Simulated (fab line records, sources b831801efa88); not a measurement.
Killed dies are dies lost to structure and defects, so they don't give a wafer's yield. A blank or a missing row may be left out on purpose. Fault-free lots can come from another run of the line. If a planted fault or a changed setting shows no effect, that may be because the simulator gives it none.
fab line records	flow gf180mcu
record lots=13	wafers=39	last_day=33
route steps=602 shown NSD@243 PSD@252 SAB@265
lots untouched by any fault: they come from a run of this same line in which no faults occurred
start_h: hours from the record's opening day to when the first of the lot's shown wafers began	wait_h: hours from the lot's prior step to this one	" repeats the value in the row above	L1.1+2: a single row standing in for several wafers	- no value present, or no start provided	* or withheld: withheld	< > ~ a bound
route shown NAME@n: a module of which the file shows steps, and the number in the route of the first	usual: mean/standard deviation of fault-free wafers	same: alike in all rows	chamber/n: place in a boat	sites: readings site by site	_std_site: the standard deviation of these	_edge_site: mean of outer sites minus mean of inner sites	radius_mm: for every site, how far away it sits from the centre of the wafer	mask NAME#n: copy n	behind: tool/chamber where the wafer was last shaped	hold: what put the lot on hold/how long, in hours/how the hold closed	device: transistor that didn't switch, given as n, p or np	end of line: tests of these same wafers at the route's end	a step without rows: its recipe alone	killed: at the first sort, the dies lost to defects and structure; wafer yield is something else	map: shows each die of a wafer: x if killed, . if not, _ if none is there
set.NAME: the setting the step ran with; set.NAME@STEP: the setting that earlier step ran with	model.NAME: the simulator's own value behind a step, which no gauge read
route steps across a sampled set of lots; one table per step, one row per wafer
services: from which hour (start_h, from the record's first day; less than 0 if before it) a tool's chamber was out of use, for how many hours, and why
## steps
# step GF_NSD_OVL_MEAS_08
# usual NSD_OVL=-0.2/1.3
lot.wafer	tool	chamber	start_h	wait_h	NSD_OVL[nm]
L229.1	overlay-01	-	298.57	0.1	-0.2
L229.3	"	-	"	"	-1.4
L229.6	"	-	"	"	-0.6
L230.1	overlay-01	-	301.64	0.1	-1.4
L230.4	"	-	"	"	1.6
L230.6	"	-	"	"	0.3
L232.3	overlay-02	-	318.80	0.1	-0.4
L232.4	"	-	"	"	-0.8
L232.5	"	-	"	"	0.1
L234.4	overlay-02	-	332.66	0.1	-0.7
L234.5	"	-	"	"	0.0
L234.6	"	-	"	"	-0.3
L235.1	overlay-01	-	344.73	0.1	-0.6
L235.5	"	-	"	"	0.3
L235.6	"	-	"	"	0.6
L236.3	overlay-02	-	354.63	0.1	-0.3
L236.4	"	-	"	"	0.5
L236.5	"	-	"	"	-0.1
L237.2	overlay-01	-	361.00	0.1	-1.4
L237.3	"	-	"	"	1.2
L237.4	"	-	"	"	-0.4
L239.2	overlay-01	-	389.47	0.1	0.5
L239.4	"	-	"	"	-0.5
L239.5	"	-	"	"	0.3
L240.1	overlay-01	-	394.34	0.1	0.4
L240.3	"	-	"	"	1.4
L240.4	"	-	"	"	1.9
L241.1	overlay-02	-	402.07	0.1	2.6
L241.4	"	-	"	"	0.5
L241.6	"	-	"	"	-0.5
L243.1	overlay-01	-	412.17	0.1	1.3
L243.2	"	-	"	"	2.7
L243.4	"	-	"	"	0.7
L244.4	overlay-01	-	425.05	0.1	0.5
L244.5	"	-	"	"	0.7
L244.6	"	-	"	"	1.2
L246.4	overlay-02	-	439.89	0.1	0.9
L246.5	"	-	"	"	3.2
L246.6	"	-	"	"	2.4
# step GF_PSD_EXPOSE_04
# recipe mask_id=Pplus	target_cd_nm=400	na=0.6	source_shape=conventional	sigma_outer=0.6	dose_mj=140
lot.wafer	tool	chamber	start_h	wait_h	mask
L229.1+3+6	iline_stepper-02	0	309.21	-	Pplus#0
L230.1+4+6	iline_stepper-02	0	312.15	-	Pplus#0
L232.3+4+5	iline_stepper-01	0	329.93	-	Pplus#0
L234.4+5+6	iline_stepper-01	0	343.61	-	Pplus#0
L235.1+5+6	iline_stepper-02	0	356.42	-	Pplus#0
L236.3+4+5	iline_stepper-01	0	365.99	-	Pplus#0
L237.2+3+4	iline_stepper-02	0	372.79	-	Pplus#0
L239.2+4+5	iline_stepper-01	0	401.57	-	Pplus#0
L240.1+3+4	iline_stepper-01	0	406.86	-	Pplus#0
L241.1+4+6	iline_stepper-01	0	414.16	-	Pplus#0
L243.1+2+4	iline_stepper-01	0	424.22	-	Pplus#0
L244.4+5+6	iline_stepper-01	0	437.83	-	Nplus#0
L246.4+5+6	iline_stepper-02	0	452.72	-	Pplus#0
# step GF_PSD_CD_MEAS_07
# recipe target_cd_nm=400
# usual cd_nm=400.5/2
lot.wafer	tool	chamber	start_h	wait_h	cd_nm
L229.1	cd_sem-02	-	319.52	0.1	403.4
L229.3	"	-	"	"	402.1
L229.6	"	-	"	"	401.1
L230.1	cd_sem-02	-	322.37	0.1	399.4
L230.4	"	-	"	"	399.0
L230.6	"	-	"	"	399.5
L232.3	cd_sem-02	-	340.79	0.1	400.6
L232.4	"	-	"	"	397.9
L232.5	"	-	"	"	398.5
L234.4	cd_sem-02	-	354.32	0.1	402.9
L234.5	"	-	"	"	402.6
L234.6	"	-	"	"	403.5
L235.1	cd_sem-02	-	367.57	0.1	400.6
L235.5	"	-	"	"	399.4
L235.6	"	-	"	"	400.0
L236.3	cd_sem-01	-	376.71	0.1	398.0
L236.4	"	-	"	"	397.5
L236.5	"	-	"	"	396.9
L237.2	cd_sem-02	-	383.94	0.1	400.8
L237.3	"	-	"	"	400.5
L237.4	"	-	"	"	400.8
L239.2	cd_sem-01	-	413.58	0.1	403.9
L239.4	"	-	"	"	404.0
L239.5	"	-	"	"	404.6
L240.1	cd_sem-02	-	418.01	0.1	399.0
L240.3	"	-	"	"	402.1
L240.4	"	-	"	"	400.5
L241.1	cd_sem-01	-	425.60	0.1	397.7
L241.4	"	-	"	"	398.9
L241.6	"	-	"	"	401.7
L243.1	cd_sem-01	-	436.21	0.1	402.1
L243.2	"	-	"	"	401.6
L243.4	"	-	"	"	401.7
L244.4	cd_sem-01	-	449.93	0.1	-
L244.5	"	-	"	"	-
L244.6	"	-	"	"	-
L246.4	cd_sem-01	-	465.11	0.1	403.0
L246.5	"	-	"	"	400.3
L246.6	"	-	"	"	400.1
# step GF_PSD_STRIP_10
# recipe chemistry=O2/N2	power_w=1400	pressure_mtorr=1500	platen_temp_c=250	o2_flow_sccm=3000	n2_flow_sccm=300	overash_fraction=0.5
# usual drypump_motor_current_A=5.6/0.56	heater_power_w=330/26	n2_flow_sccm=300.0/1.2	oes_product_au=0.592/0.0044	strip_time_to_endpoint_s=16.53/0.033
lot.wafer	tool	chamber	start_h	wait_h	drypump_motor_current_A	heater_power_w	n2_flow_sccm	oes_product_au	rf_hours_counter_h	strip_time_to_endpoint_s
L229.1	plasma_asher-04	0	319.83	0.1	5.6	290	298.2	0.590	64	16.57
L229.3	"	1	"	"	6.3	314	300.5	0.586	-	16.55
L229.6	"	0	"	"	5.6	295	297.9	0.595	-	16.58
L230.1	plasma_asher-02	1	322.68	0.1	5.8	381	300.7	0.591	72	16.54
L230.4	"	0	"	"	6.1	330	300.8	0.599	-	16.58
L230.6	"	0	"	"	6.2	323	300.6	0.585	-	16.55
L232.3	plasma_asher-03	0	341.09	0.1	5.6	342	299.3	0.590	-	16.46
L232.4	"	1	"	"	4.6	346	300.1	0.592	-	16.48
L232.5	"	0	"	"	5.7	339	299.1	0.590	-	16.54
L234.4	plasma_asher-02	1	354.60	0.1	5.8	376	300.7	0.596	-	16.53
L234.5	"	1	"	"	5.8	381	300.9	0.585	-	16.55
L234.6	"	0	"	"	6.2	322	300.7	0.590	-	16.55
L235.1	plasma_asher-03	0	367.88	0.1	5.7	353	298.0	0.598	25	16.54
L235.5	"	1	"	"	4.6	339	299.8	0.588	-	16.58
L235.6	"	0	"	"	5.7	346	289.4	0.592	-	16.55
L236.3	plasma_asher-03	0	377.01	0.1	5.6	343	300.5	0.594	-	16.58
L236.4	"	1	"	"	4.7	335	299.9	0.589	-	16.57
L236.5	"	1	"	"	4.6	350	299.7	0.591	-	16.60
L237.2	plasma_asher-02	1	384.23	0.1	5.8	388	300.7	0.599	77	16.48
L237.3	"	1	"	"	5.8	369	299.0	0.592	-	16.49
L237.4	"	0	"	"	6.2	321	299.6	0.589	-	16.47
L239.2	plasma_asher-03	0	413.87	0.1	5.6	352	301.5	0.596	31	16.55
L239.4	"	0	"	"	5.6	344	301.3	0.598	-	16.58
L239.5	"	0	"	"	5.6	338	299.4	0.593	-	16.56
L240.1	plasma_asher-04	1	418.32	0.1	6.3	306	300.1	0.593	72	16.54
L240.3	"	1	"	"	6.3	305	298.9	0.599	-	16.57
L240.4	"	0	"	"	5.6	293	298.9	0.589	-	16.54
L241.1	plasma_asher-03	1	425.90	0.1	4.6	345	299.8	0.587	33	16.55
L241.4	"	1	"	"	4.7	332	299.5	0.593	-	16.54
L241.6	"	1	"	"	4.6	330	300.2	0.589	-	16.54
L243.1	plasma_asher-04	1	436.52	0.1	6.3	305	300.3	0.599	74	16.48
L243.2	"	0	"	"	5.6	300	300.0	0.597	74	16.52
L243.4	"	1	"	"	6.3	314	301.1	0.593	-	16.52
L244.4	plasma_asher-04	1	450.21	0.1	6.2	300	300.5	0.598	-	16.55
L244.5	"	0	"	"	5.5	296	299.9	0.585	-	16.53
L244.6	"	1	"	"	6.3	310	300.4	0.594	-	16.59
L246.4	plasma_asher-02	1	465.39	0.1	5.8	380	301.5	0.587	-	16.54
L246.5	"	1	"	"	5.8	393	300.5	0.591	-	16.52
L246.6	"	0	"	"	6.1	324	301.3	0.599	-	16.53
# step GF_PSD_TW_MEAS_11
# usual PSD_TW=3196/26
lot.wafer	tool	chamber	start_h	wait_h	PSD_TW
L229.1	film_metro-03	-	319.93	0.1	3187
L229.3	"	-	"	"	3186
L229.6	"	-	"	"	3186
L230.1	film_metro-01	-	322.78	0.1	3244
L230.4	"	-	"	"	3252
L230.6	"	-	"	"	3230
L232.3	film_metro-03	-	341.18	0.1	3216
L232.4	"	-	"	"	3231
L232.5	"	-	"	"	3232
L234.4	film_metro-03	-	354.70	0.1	3227
L234.5	"	-	"	"	3224
L234.6	"	-	"	"	3223
L235.1	film_metro-03	-	367.98	0.1	3208
L235.5	"	-	"	"	3229
L235.6	"	-	"	"	3203
L236.3	film_metro-03	-	377.10	0.1	3215
L236.4	"	-	"	"	3206
L236.5	"	-	"	"	3208
L237.2	film_metro-03	-	384.34	0.1	3202
L237.3	"	-	"	"	3221
L237.4	"	-	"	"	3212
L239.2	film_metro-03	-	413.98	0.1	3219
L239.4	"	-	"	"	3198
L239.5	"	-	"	"	3230
L240.1	film_metro-03	-	418.42	0.1	3211
L240.3	"	-	"	"	3222
L240.4	"	-	"	"	3206
L241.1	film_metro-03	-	426.00	0.1	3221
L241.4	"	-	"	"	3213
L241.6	"	-	"	"	3220
L243.1	film_metro-01	-	436.62	0.1	3247
L243.2	"	-	"	"	3238
L243.4	"	-	"	"	3235
L244.4	film_metro-04	-	450.31	0.1	30
L244.5	"	-	"	"	30
L244.6	"	-	"	"	30
L246.4	film_metro-04	-	465.48	0.1	3142
L246.5	"	-	"	"	3150
L246.6	"	-	"	"	3167
# step GF_SAB_THK_MEAS_01
# recipe reads=SiO2_of_SAB_CVD_00
# usual SAB_CVD_00_THK=49.7/0.69
lot.wafer	tool	chamber	start_h	wait_h	SAB_CVD_00_THK[nm]
L229.1	film_metro-02	-	320.38	0.0	50.4
L229.3	"	-	"	"	50.0
L229.6	"	-	"	"	50.5
L230.1	film_metro-04	-	323.23	0.0	49.9
L230.4	"	-	"	"	50.0
L230.6	"	-	"	"	50.0
L232.3	film_metro-04	-	341.63	0.0	49.2
L232.4	"	-	"	"	50.6
L232.5	"	-	"	"	50.0
L234.4	film_metro-02	-	355.15	0.0	50.4
L234.5	"	-	"	"	49.7
L234.6	"	-	"	"	49.6
L235.1	film_metro-01	-	368.44	0.0	48.8
L235.5	"	-	"	"	50.7
L235.6	"	-	"	"	50.0
L236.3	film_metro-01	-	377.56	0.0	48.7
L236.4	"	-	"	"	50.3
L236.5	"	-	"	"	49.3
L237.2	film_metro-01	-	384.79	0.0	49.6
L237.3	"	-	"	"	49.0
L237.4	"	-	"	"	49.8
L239.2	film_metro-02	-	414.43	0.0	49.3
L239.4	"	-	"	"	50.2
L239.5	"	-	"	"	49.2
L240.1	film_metro-02	-	418.88	0.0	49.9
L240.3	"	-	"	"	48.9
L240.4	"	-	"	"	50.2
L241.1	film_metro-02	-	426.46	0.0	49.3
L241.4	"	-	"	"	50.0
L241.6	"	-	"	"	50.5
L243.1	film_metro-04	-	437.08	0.0	49.9
L243.2	"	-	"	"	48.6
L243.4	"	-	"	"	50.5
L244.4	film_metro-04	-	450.76	0.0	50.4
L244.5	"	-	"	"	50.8
L244.6	"	-	"	"	50.6
L246.4	film_metro-02	-	465.94	0.0	49.3
L246.5	"	-	"	"	49.9
L246.6	"	-	"	"	49.0
## services
tool	chamber	start_h	hours	kind
plasma_asher-02	-	366.07	14.6	pm
plasma_asher-04	-	372.53	24.7	repair
plasma_asher-02	-	382.30	0.4	repair
iline_stepper-02	0	385.76	-	calibration
iline_stepper-01	-	398.06	1.7	pm
plasma_asher-02	-	421.25	9.0	pm
plasma_asher-02	0	421.25	9.0	vent_cycle
plasma_asher-02	1	421.25	9.0	vent_cycle
plasma_asher-02	0	430.25	-	clean
plasma_asher-02	1	430.25	-	clean
iline_stepper-02	-	450.23	1.7	pm
## key
first_sign step=GF_PSD_EXPOSE_04	reading=mask	direction=changed
effect step=GF_PSD_CD_MEAS_07	reading=cd_nm	direction=missing
effect step=GF_PSD_TW_MEAS_11	reading=PSD_TW	direction=down	sigmas=99+	usual=3196	struck=30
met_at GF_PSD_EXPOSE_04
struck_lots L244
sort_left_out L244.4,L244.5,L244.6
tester_left_out L244
not_acting_at GF_NSD_OVL_MEAS_08,GF_PSD_STRIP_10,GF_SAB_THK_MEAS_01
onset_between 424.22 437.83
fault kind=wrong_mask	tool=any	chamber=-	onset_h=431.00	steps=GF_PSD_EXPOSE_04	aux_copy=Nplus#0	scope=struck_lots_only
# tester_left_out: of these lots the tester's yield and bins aren't shown, on N5 and GAA mostly nor the transistor test; their killed dies are dies lost to structure and defects alone, not to doping, threshold or leakage, so they don't give the yield
# sort_left_out: the simulated sort isn't trusted on such a fault, so these wafers' sort isn't shown, and their yield isn't known
